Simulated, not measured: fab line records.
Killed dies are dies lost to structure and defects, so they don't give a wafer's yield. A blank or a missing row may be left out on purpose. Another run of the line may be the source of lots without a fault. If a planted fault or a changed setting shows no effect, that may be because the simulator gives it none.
Struck lot and sound lot, side by side / flow sky130 / 15 out of 708 route steps
Sound: wafers L205.1, L205.4, L205.5. Struck: wafers L213.2, L213.3 (left out: L213.6, a lot-mate that was not struck); the cause follows at the end.
Each step with rows lists, per side, the tool, then ch with its chambers, then its first start. Under that, the readings that differ: sound wafers / struck wafers / difference of the means / sigmas: that difference in standard deviations of wafers without a fault.
alike: readings with means less than 2 such deviations apart, plus words and numbers identical on both sides. not compared: withheld readings, readings lacking a value on some wafer, bounds such as >300 that could conceal the same value, and numbers that have no deviation in the record and whose values overlap.
Wherever a step has rows on one side only, a row that says differs or no value, or a row with sigmas, the two part there. Numbers that don't overlap but have no deviation are shown without sigmas and don't part them. A reading missing from all wafers of one side parts the sides only when that side holds two or more wafers.

first, 5 steps without rows for these wafers: SKY_VT_ADJUST_PCH_COAT_02 (resist thk 3000 nm); SKY_VT_ADJUST_PCH_SOFTBAKE_03; SKY_VT_ADJUST_PCH_EXPOSE_04 (exposes mask NWM, target cd 840 nm); SKY_VT_ADJUST_PCH_PEB_05; SKY_VT_ADJUST_PCH_DEVELOP_06 (develop time 60 s).
SKY_VT_ADJUST_PCH_OVL_MEAS_07:
  sound on overlay-02 at day 10 17:36; struck on overlay-01 at day 13 04:31
  alike: VT_ADJUST_PCH_OVL
next, for these wafers, 1 step has no rows: SKY_VT_ADJUST_PCH_IMPLANT_08.
SKY_VT_ADJUST_PCH_STRIP_09: strips in O2/N2.
  sound on plasma-asher-03 ch 0, day 10 17:47; struck on plasma-asher-01 ch 0,1, day 13 04:42
  alike: drypump-motor-current-A, oes-product-au, strip-time-to-endpoint-s
  not compared: rf-hours-counter-h
SKY_VT_ADJUST_PCH_TW_MEAS_10:
  sound on film-metro-02 at day 10 17:53; struck on film-metro-03 at day 13 04:49
  alike: VT_ADJUST_PCH_TW
then, 3 steps without rows for these wafers: SKY_SONOS_TUNNEL_DEHYDRATE_00 (time 60 s); SKY_SONOS_TUNNEL_HMDS_01 (prime time 60 s); SKY_SONOS_TUNNEL_COAT_02 (resist thk 1140 nm).
SKY_SONOS_TUNNEL_SOFTBAKE_03: time 60 s.
  sound on litho-track-03 ch 0, day 11 05:31; struck on litho-track-03 ch 0, day 13 16:41
reading=run-length-s (s); sound=88.92 88.93 88.91; struck=100.06 99.96; difference=+11.09; sigmas=+50
  alike: resist-line-temp-C
then, 1 step without rows for these wafers: SKY_SONOS_TUNNEL_EXPOSE_04 (exposes mask TUNM, target cd 410 nm).
-- a jump in the record: the struck wafers' starts before and after are 36 days apart (it breaks off in module SONOS_TUNNEL and resumes in module PAD_OPEN, where the first step shown is number 708 of the route) --
SKY_PAD_OPEN_PROBE_99:
  sound on prober-02 at day 45 08:12; struck on prober-01 at day 49 15:25
reading=killed-at-front-end; sound=19 9 10; struck=20 25; difference=+10; sigmas=+2
  alike: killed_at_M0_to_M3, killed_at_M4_up, killed-at-contacts, killed-at-other, killed-dies, killed-open, killed-short

== WHERE THEY PART ==
At SKY_SONOS_TUNNEL_SOFTBAKE_03 first; at SKY_PAD_OPEN_PROBE_99 last (within this record only).

WHY: whatever the simulator had introduced
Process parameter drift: litho-track-03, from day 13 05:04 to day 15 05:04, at SKY_SONOS_TUNNEL_SOFTBAKE_03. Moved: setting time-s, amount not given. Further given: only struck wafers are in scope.
